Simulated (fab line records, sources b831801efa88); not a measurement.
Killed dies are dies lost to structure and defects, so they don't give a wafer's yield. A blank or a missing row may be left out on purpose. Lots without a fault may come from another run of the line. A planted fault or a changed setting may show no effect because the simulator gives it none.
fab line records | flow sky130
record lots=5 wafers=15 last_day=50
route steps=708 shown SD_P@331 RES_XHIGH@332
lots that met no fault: from a run of the same line without faults
start_h: hours from the record's first day to the start of the lot's first wafer shown | wait_h: hours since the lot's step before | " the same as in the row above | L1.1+2: a row that stands for several wafers | - no value, or no start given | * or withheld: withheld | < > ~ a bound
route shown NAME@n: a module of which the file shows steps, and the number in the route of the first | usual: mean/standard deviation of fault-free wafers | same: alike in all rows | chamber/n: place in a boat | sites: the reading at each site | _std_site: their standard deviation | _edge_site: outer sites' mean less inner sites' | radius_mm: how far each site lies from the wafer's centre | mask NAME#n: copy n | behind: the tool/chamber that last shaped the wafer | hold: why the lot was held/for how many hours/how that ended | device: the transistor (n, p or np) that didn't switch | end of line: the same wafers' tests at the end of the route | a step without rows: its recipe alone | killed: dies lost to structure and defects at the first sort, not the wafer's yield | map: a wafer's dies, x killed, . not, _ none there
set.NAME: the setting as run; set.NAME@STEP: as run at that earlier step | model.NAME: the simulator's own value behind a step, which no gauge read
lots at some steps of the route; a table a step, a row a wafer
services: from which hour (start_h, from the record's first day; less than 0 if before it) a tool's chamber was out of use, for how many hours, and why
## steps
# step SKY_SD_P_TW_MEAS_11
# usual SD_P_TW=2834/33
# columns lot.wafer tool chamber start_h wait_h SD_P_TW
L080.1 film_metro-02 - 646.25 0.1 2858
L080.2 " - " " 2873
L080.4 " - " " 2869
L083.2 film_metro-01 - 668.51 0.1 2792
L083.3 " - " " 2786
L083.5 " - " " 2797
L084.3 film_metro-02 - 673.84 0.1 2889
L084.5 " - " " 2905
L084.6 " - " " 2897
L092.2 film_metro-04 - 734.88 0.1 2829
L092.3 " - " " 2832
L092.5 " - " " 2833
L096.1 film_metro-02 - 764.20 0.1 2870
L096.5 " - " " 2879
L096.6 " - " " 2877
# step SKY_RES_XHIGH_DEHYDRATE_00
# recipe temp_c=200 time_s=60
# columns lot.wafer tool chamber start_h wait_h
L080.1+2+4 litho_track-01 0 659.11 12.9
L083.2+3+5 litho_track-02 0 681.42 12.9
L084.3+5+6 litho_track-04 0 686.80 13.0
L092.2+3+5 litho_track-02 0 747.37 12.5
L096.1+5+6 litho_track-02 0 777.24 13.0
# step SKY_RES_XHIGH_HMDS_01
# recipe prime_time_s=60 prime_temp_c=120
# columns lot.wafer tool chamber start_h wait_h
L080.1+2+4 litho_track-01 0 659.26 0.1
L083.2+3+5 litho_track-02 0 681.57 0.1
L084.3+5+6 litho_track-04 0 686.95 0.1
L092.2+3+5 litho_track-02 0 747.52 0.1
L096.1+5+6 litho_track-02 0 777.39 0.1
# step SKY_RES_XHIGH_COAT_02
# recipe resist=NOVOLAK spin_rpm=3000 resist_thk_nm=1140
# usual spin_speed_rpm=3000.0/2.2
# columns lot.wafer tool chamber start_h wait_h spin_speed_rpm
L080.1 litho_track-01 0 659.41 0.1 2999.7
L080.2 " 0 " " 2997.3
L080.4 " 0 " " 2998.2
L083.2 litho_track-02 0 681.72 0.1 2996.1
L083.3 " 0 " " 3000.4
L083.5 " 0 " " 2997.8
L084.3 litho_track-04 0 687.10 0.1 3001.6
L084.5 " 0 " " 3001.7
L084.6 " 0 " " 2999.6
L092.2 litho_track-02 0 747.67 0.1 2997.6
L092.3 " 0 " " 2999.3
L092.5 " 0 " " 3000.1
L096.1 litho_track-02 0 777.54 0.1 3003.5
L096.5 " 0 " " 3003.1
L096.6 " 0 " " 3000.6
# step SKY_RES_XHIGH_SOFTBAKE_03
# recipe temp_c=90 time_s=60 resist=NOVOLAK
# columns lot.wafer tool chamber start_h wait_h
L080.1+2+4 litho_track-01 0 659.56 0.1
L083.2+3+5 litho_track-02 0 681.87 0.1
L084.3+5+6 litho_track-04 0 687.25 0.1
L092.2+3+5 litho_track-02 0 747.82 0.1
L096.1+5+6 litho_track-02 0 777.69 0.1
# step SKY_RES_XHIGH_EXPOSE_04
# recipe mask_id=URPM na=0.6 source_shape=conventional sigma_outer=0.6 polarization=unpolarized target_cd_nm=1270 dose_mj=140
# usual focus_offset_nm=0.1/0.53
# columns lot.wafer tool chamber start_h wait_h mask focus_offset_nm
L080.1 iline_stepper-01 0 - - URPM#0 -0.8
L080.2 " 0 " " URPM#0 -0.4
L080.4 " 0 " " URPM#0 -1.0
L083.2 iline_stepper-02 0 - - URPM#0 0.1
L083.3 " 0 " " URPM#0 -0.1
L083.5 " 0 " " URPM#0 0.4
L084.3 iline_stepper-01 0 - - URPM#0 -0.2
L084.5 " 0 " " URPM#0 0.7
L084.6 " 0 " " URPM#0 0.2
L092.2 iline_stepper-01 0 - - URPM#0 1.2
L092.3 " 0 " " URPM#0 0.0
L092.5 " 0 " " URPM#0 0.3
L096.1 iline_stepper-01 0 - - URPM#0 -0.1
L096.5 " 0 " " URPM#0 0.1
L096.6 " 0 " " URPM#0 1.1
# step SKY_RES_XHIGH_PEB_05
# recipe temp_c=withheld time_s=* resist=NOVOLAK
# columns lot.wafer tool chamber start_h wait_h
L080.1+2+4 litho_track-02 0 - -
L083.2+3+5 litho_track-04 0 - -
L084.3+5+6 litho_track-04 0 - -
L092.2+3+5 litho_track-01 0 - -
L096.1+5+6 litho_track-01 0 - -
# step SKY_RES_XHIGH_DEVELOP_06
# recipe resist=NOVOLAK developer=TMAH develop_time_s=60 dev_temp_c=23
# columns lot.wafer tool chamber start_h wait_h
L080.1+2+4 litho_track-02 0 673.84 0.1
L083.2+3+5 litho_track-04 0 695.87 0.1
L084.3+5+6 litho_track-04 0 700.95 0.1
L092.2+3+5 litho_track-01 0 760.99 0.1
L096.1+5+6 litho_track-01 0 789.91 0.1
## services
# columns tool chamber start_h hours kind
iline_stepper-01 - 674.32 2.1 pm
iline_stepper-01 - 676.40 - consumable_replace:lamp
iline_stepper-01 - 722.83 8.9 repair
iline_stepper-01 - 730.85 0.9 repair
## key
fault none
